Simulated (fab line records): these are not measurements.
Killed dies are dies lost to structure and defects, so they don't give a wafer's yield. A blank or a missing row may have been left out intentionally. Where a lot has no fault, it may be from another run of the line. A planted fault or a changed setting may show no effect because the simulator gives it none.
fab line records    flow gf180mcu
record lots=14  wafers=42  last-day=34
route steps=602 shown NWELL@51 LVPWELL@61 MVSD@77 HV_LDD@231
lots untouched by any fault: they come from a run of this same line in which no faults occurred
start-h: hours from the record's opening day to when the first of the lot's shown wafers began    wait-h: hours since the lot's step before    " the same as in the row above    L1.1+2: a single row standing in for several wafers    - no value, or no start given    * or withheld: withheld    < > ~ a bound
route shown NAME@n: a module of which the file shows steps, and the number in the route of the first    usual: average and standard deviation across the fault-free wafers    same: alike in all rows    chamber/n: place in a boat    sites: per-site readings    _std_site: standard deviation across them    _edge_site: inner sites' mean taken away from outer sites' mean    radius-mm: how far each site lies from the wafer's centre    mask NAME#n: copy n    behind: the most recent tool/chamber to have shaped the wafer    hold: reason for holding the lot/hours on hold/outcome of the hold    device: the n, p or np transistor that did not switch    end of line: the route-end tests of the same wafers    a step without rows: its recipe alone    killed: dies lost to structure and defects at the first sort, not the wafer's yield    map: per-die view of a wafer (x killed, . not killed, _ where there is no die)
set.NAME: the run value of the setting; set.NAME@STEP: its run value at that earlier step    model.NAME: the simulator's own value behind a step, which no gauge read
one table for each step of the route and one row for each wafer, over a sample of lots
services: when a tool's chamber went out of use (start-h, in hours from the record's first day, below 0 if earlier), for how many hours, and the reason
## steps
# step GF_NWELL_IMPLANT_09
# recipe species=P  energy-kev=160  dose-cm2=4e+12  tilt-deg=0
# usual beam-energy-keV=159.99/0.048  dose-ions-cm2=4e+12/4.9e+09  faraday-current-uA=22.5/0.45  tilt-deg=0.005/0.018
lot.wafer  tool          chamber  start-h  wait-h  beam-energy-keV  dose-ions-cm2  faraday-current-uA  tilt-deg
L453.3     implanter-01  0        60.94    0.1     159.94           3.996e+12      22.4                0.040
L453.5     "             0        "        "       160.05           4.006e+12      21.9                0.036
L453.6     "             0        "        "       159.98           3.997e+12      22.1                0.030
L454.1     implanter-04  0        64.30    0.1     160.07           4.004e+12      22.4                -0.016
L454.2     "             0        "        "       160.00           4.003e+12      22.7                0.010
L454.6     "             0        "        "       160.02           4.011e+12      22.8                0.007
L455.1     implanter-03  0        71.49    0.1     160.01           4.002e+12      22.7                0.002
L455.2     "             0        "        "       160.06           3.998e+12      22.8                0.007
L455.6     "             0        "        "       159.96           3.993e+12      21.9                -0.007
L457.1     implanter-04  0        85.24    0.1     160.00           4.017e+12      23.0                0.024
L457.5     "             0        "        "       160.01           4e+12          23.5                0.002
L457.6     "             0        "        "       160.04           4.011e+12      22.5                0.003
L456.1     implanter-03  0        85.59    0.1     160.03           3.999e+12      22.4                -0.015
L456.2     "             0        "        "       160.04           4.001e+12      22.3                0.030
L456.5     "             0        "        "       160.04           3.997e+12      22.1                -0.018
L460.2     implanter-04  0        106.52   0.1     159.93           3.996e+12      22.8                0.002
L460.3     "             0        "        "       159.95           3.995e+12      22.8                0.014
L460.5     "             0        "        "       160.00           4.006e+12      22.8                0.039
L461.1     implanter-04  0        112.60   0.1     159.96           3.994e+12      23.3                -0.020
L461.2     "             0        "        "       159.93           3.996e+12      22.6                0.008
L461.3     "             0        "        "       159.89           3.987e+12      22.4                0.012
L463.2     implanter-03  0        118.82   0.1     160.02           3.995e+12      22.3                -0.013
L463.4     "             0        "        "       159.97           4e+12          23.0                -0.005
L463.5     "             0        "        "       159.99           3.996e+12      23.4                -0.010
L470.1     implanter-03  0        154.24   0.1     159.96           3.7055e+13     203.0               0.017
L470.2     "             0        "        "       160.00           3.7056e+13     207.1               0.008
L470.6     "             0        "        "       159.95           3.706e+13      210.1               -0.012
L471.1     implanter-03  0        160.69   0.1     159.93           3.7053e+13     208.8               -0.007
L471.2     "             0        "        "       160.00           3.705e+13      210.2               0.023
L471.4     "             0        "        "       159.92           3.7057e+13     205.7               -0.002
L472.1     implanter-01  0        165.04   0.1     160.05           4.003e+12      22.5                -0.025
L472.3     "             0        "        "       160.06           3.998e+12      22.8                0.025
L472.6     "             0        "        "       160.03           4.002e+12      21.9                0.024
L473.3     implanter-01  0        169.34   0.1     160.04           3.993e+12      22.0                0.016
L473.4     "             0        "        "       160.01           3.992e+12      22.7                0.015
L473.6     "             0        "        "       160.01           3.998e+12      22.8                0.015
L474.1     implanter-04  0        175.95   0.1     160.04           3.992e+12      22.1                0.034
L474.4     "             0        "        "       160.03           4.005e+12      23.0                0.060
L474.5     "             0        "        "       160.04           3.999e+12      22.1                0.042
L475.1     implanter-04  0        183.74   0.1     159.97           3.994e+12      23.0                -0.010
L475.2     "             0        "        "       160.04           4.001e+12      22.0                -0.002
L475.6     "             0        "        "       159.97           3.992e+12      23.2                -0.013
# step GF_NWELL_TW_MEAS_11
# usual NWELL_TW=1574/9.3
lot.wafer  tool           chamber  start-h  wait-h  hold                      NWELL_TW
L453.3     film-metro-03  -        61.16    0.1     -                         1578
L453.5     "              -        "        "       -                         1572
L453.6     "              -        "        "       -                         1567
L454.1     film-metro-02  -        64.55    0.1     -                         1570
L454.2     "              -        "        "       -                         1584
L454.6     "              -        "        "       -                         1573
L455.1     film-metro-04  -        71.74    0.1     -                         1589
L455.2     "              -        "        "       -                         1586
L455.6     "              -        "        "       -                         1589
L457.1     film-metro-04  -        85.49    0.1     -                         1580
L457.5     "              -        "        "       -                         1579
L457.6     "              -        "        "       -                         1575
L456.1     film-metro-04  -        85.84    0.1     -                         1577
L456.2     "              -        "        "       -                         1582
L456.5     "              -        "        "       -                         1577
L460.2     film-metro-04  -        106.75   0.1     -                         1587
L460.3     "              -        "        "       -                         1592
L460.5     "              -        "        "       -                         1585
L461.1     film-metro-02  -        112.85   0.1     -                         1569
L461.2     "              -        "        "       -                         1571
L461.3     "              -        "        "       -                         1574
L463.2     film-metro-02  -        119.05   0.1     -                         1563
L463.4     "              -        "        "       -                         1567
L463.5     "              -        "        "       -                         1567
L470.1     film-metro-03  -        154.49   0.1     await-dispo/0.2h/release  2014
L470.2     "              -        "        "       await-dispo/0.2h/release  2024
L470.6     "              -        "        "       await-dispo/0.2h/release  2014
L470.1     film-metro-03  -        154.82   0.3     -                         2027
L470.2     "              -        "        "       -                         2025
L470.6     "              -        "        "       -                         2017
L471.1     film-metro-03  -        160.94   0.1     await-dispo/0.2h/release  2017
L471.2     "              -        "        "       await-dispo/0.2h/release  2007
L471.4     "              -        "        "       await-dispo/0.2h/release  2009
L471.1     film-metro-03  -        161.17   0.2     -                         2006
L471.2     "              -        "        "       -                         2019
L471.4     "              -        "        "       -                         2017
L472.1     film-metro-02  -        165.29   0.1     -                         1596
L472.3     "              -        "        "       -                         1584
L472.6     "              -        "        "       -                         1582
L473.3     film-metro-03  -        169.56   0.1     -                         1572
L473.4     "              -        "        "       -                         1570
L473.6     "              -        "        "       -                         1574
L474.1     film-metro-03  -        176.20   0.1     -                         1564
L474.4     "              -        "        "       -                         1573
L474.5     "              -        "        "       -                         1568
L475.1     film-metro-02  -        183.99   0.1     -                         1578
L475.2     "              -        "        "       -                         1582
L475.6     "              -        "        "       -                         1580
# step GF_LVPWELL_OVL_MEAS_07
# usual LVPWELL_OVL=1.2/1.4
lot.wafer  tool        chamber  start-h  wait-h  LVPWELL_OVL[nm]
L453.3     overlay-02  -        73.63    -       0.4
L453.5     "           -        "        "       -0.4
L453.6     "           -        "        "       -0.8
L454.1     overlay-01  -        76.61    -       1.6
L454.2     "           -        "        "       0.3
L454.6     "           -        "        "       2.2
L455.1     overlay-01  -        84.11    -       2.4
L455.2     "           -        "        "       1.9
L455.6     "           -        "        "       1.9
L457.1     overlay-01  -        99.47    -       1.4
L457.5     "           -        "        "       2.9
L457.6     "           -        "        "       0.8
L456.1     overlay-02  -        99.51    -       1.6
L456.2     "           -        "        "       1.7
L456.5     "           -        "        "       0.4
L460.2     overlay-01  -        121.37   -       0.3
L460.3     "           -        "        "       -0.3
L460.5     "           -        "        "       1.3
L461.1     overlay-02  -        127.66   -       1.5
L461.2     "           -        "        "       2.1
L461.3     "           -        "        "       2.0
L463.2     overlay-02  -        133.76   -       -0.5
L463.4     "           -        "        "       0.3
L463.5     "           -        "        "       -1.6
L472.1     overlay-02  -        180.91   -       1.9
L472.3     "           -        "        "       -0.5
L472.6     "           -        "        "       1.2
L473.3     overlay-01  -        185.27   -       2.5
L473.4     "           -        "        "       -0.3
L473.6     "           -        "        "       0.5
L474.1     overlay-01  -        192.96   -       2.2
L474.4     "           -        "        "       2.4
L474.5     "           -        "        "       3.0
L475.1     overlay-01  -        201.01   -       0.8
L475.2     "           -        "        "       1.7
L475.6     "           -        "        "       0.8
# step GF_MVSD_TW_MEAS_11
# usual MVSD_TW=1583/9.7
lot.wafer  tool           chamber  start-h  wait-h  MVSD_TW
L453.3     film-metro-02  -        88.00    0.1     1590
L453.5     "              -        "        "       1580
L453.6     "              -        "        "       1578
L454.1     film-metro-04  -        90.44    0.1     1579
L454.2     "              -        "        "       1586
L454.6     "              -        "        "       1584
L455.1     film-metro-03  -        99.23    0.1     1566
L455.2     "              -        "        "       1577
L455.6     "              -        "        "       1574
L457.1     film-metro-04  -        114.64   0.1     1590
L457.5     "              -        "        "       1594
L457.6     "              -        "        "       1593
L456.1     film-metro-04  -        115.09   0.1     1596
L456.2     "              -        "        "       1592
L456.5     "              -        "        "       1594
L460.2     film-metro-04  -        137.54   0.1     1600
L460.3     "              -        "        "       1597
L460.5     "              -        "        "       1608
L461.1     film-metro-04  -        143.98   0.1     1596
L461.2     "              -        "        "       1607
L461.3     "              -        "        "       1589
L463.2     film-metro-02  -        149.55   0.1     1583
L463.4     "              -        "        "       1590
L463.5     "              -        "        "       1583
L472.1     film-metro-02  -        198.64   0.1     1594
L472.3     "              -        "        "       1591
L472.6     "              -        "        "       1599
L473.3     film-metro-02  -        203.87   0.2     1595
L473.4     "              -        "        "       1590
L473.6     "              -        "        "       1588
L474.1     film-metro-03  -        210.63   0.1     1586
L474.4     "              -        "        "       1572
L474.5     "              -        "        "       1575
L475.1     film-metro-02  -        219.39   0.1     1577
L475.2     "              -        "        "       1576
L475.6     "              -        "        "       1578
# step GF_HV_LDD_THK_MEAS_55
# recipe reads=SiO2_of_HV_LDD_CVD_54
# usual HV_LDD_CVD_54_THK=9.97/0.11
lot.wafer  tool           chamber  start-h  wait-h  HV_LDD_CVD_54_THK[nm]
L453.3     film-metro-03  -        283.90   0.0     9.94
L453.5     "              -        "        "       9.89
L453.6     "              -        "        "       9.90
L454.1     film-metro-03  -        286.41   0.0     9.88
L454.2     "              -        "        "       9.95
L454.6     "              -        "        "       9.89
L455.1     film-metro-04  -        302.68   0.0     9.91
L455.2     "              -        "        "       9.89
L455.6     "              -        "        "       10.08
L457.1     film-metro-04  -        322.67   0.0     10.13
L457.5     "              -        "        "       9.91
L457.6     "              -        "        "       10.15
L456.1     film-metro-02  -        325.74   0.0     10.04
L456.2     "              -        "        "       10.00
L456.5     "              -        "        "       9.94
L460.2     film-metro-03  -        359.08   0.0     10.20
L460.3     "              -        "        "       10.09
L460.5     "              -        "        "       10.14
L461.1     film-metro-04  -        366.13   0.0     9.81
L461.2     "              -        "        "       9.98
L461.3     "              -        "        "       9.91
L463.2     film-metro-03  -        372.59   0.0     9.88
L463.4     "              -        "        "       9.81
L463.5     "              -        "        "       9.79
L472.1     film-metro-02  -        432.17   0.0     10.10
L472.3     "              -        "        "       9.97
L472.6     "              -        "        "       9.95
L473.3     film-metro-02  -        446.95   0.0     9.97
L473.4     "              -        "        "       9.97
L473.6     "              -        "        "       10.09
L474.1     film-metro-04  -        452.18   0.0     10.14
L474.4     "              -        "        "       10.13
L474.5     "              -        "        "       10.06
L475.1     film-metro-03  -        473.57   0.0     9.94
L475.2     "              -        "        "       10.01
L475.6     "              -        "        "       9.98
## services
tool          chamber  start-h  hours  kind
implanter-01  -        57.32    3.0    pm
implanter-01  -        124.30   4.2    repair
implanter-04  -        135.92   4.7    repair
## key
first-sign step=GF_NWELL_IMPLANT_09  reading=dose-ions-cm2  direction=up  sigmas=99+  usual=4e+12  struck=3.7055e+13
effect step=GF_NWELL_IMPLANT_09  reading=faraday-current-uA  direction=up  sigmas=99+  usual=22.5  struck=207.5
effect step=GF_NWELL_TW_MEAS_11  reading=visit  direction=added
effect step=GF_NWELL_TW_MEAS_11  reading=NWELL_TW  direction=up  sigmas=47  usual=1574  struck=2014
met-at GF_NWELL_IMPLANT_09
struck-lots L470,L471
scrapped-behind GF_NWELL_TW_MEAS_11 L470.1,L470.2,L470.6,L471.1,L471.2,L471.4
not-acting-at GF_LVPWELL_OVL_MEAS_07,GF_MVSD_TW_MEAS_11,GF_HV_LDD_THK_MEAS_55
onset-between 118.82 154.24
fault kind=process-parameter-drift  tool=implanter-03  chamber=-  onset-h=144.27  steps=GF_NWELL_IMPLANT_09  channel=dose-cm2  offset=3.3056e+13  shape=step  end-h=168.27  acts-in=these-recipes-only  stated=4e+12
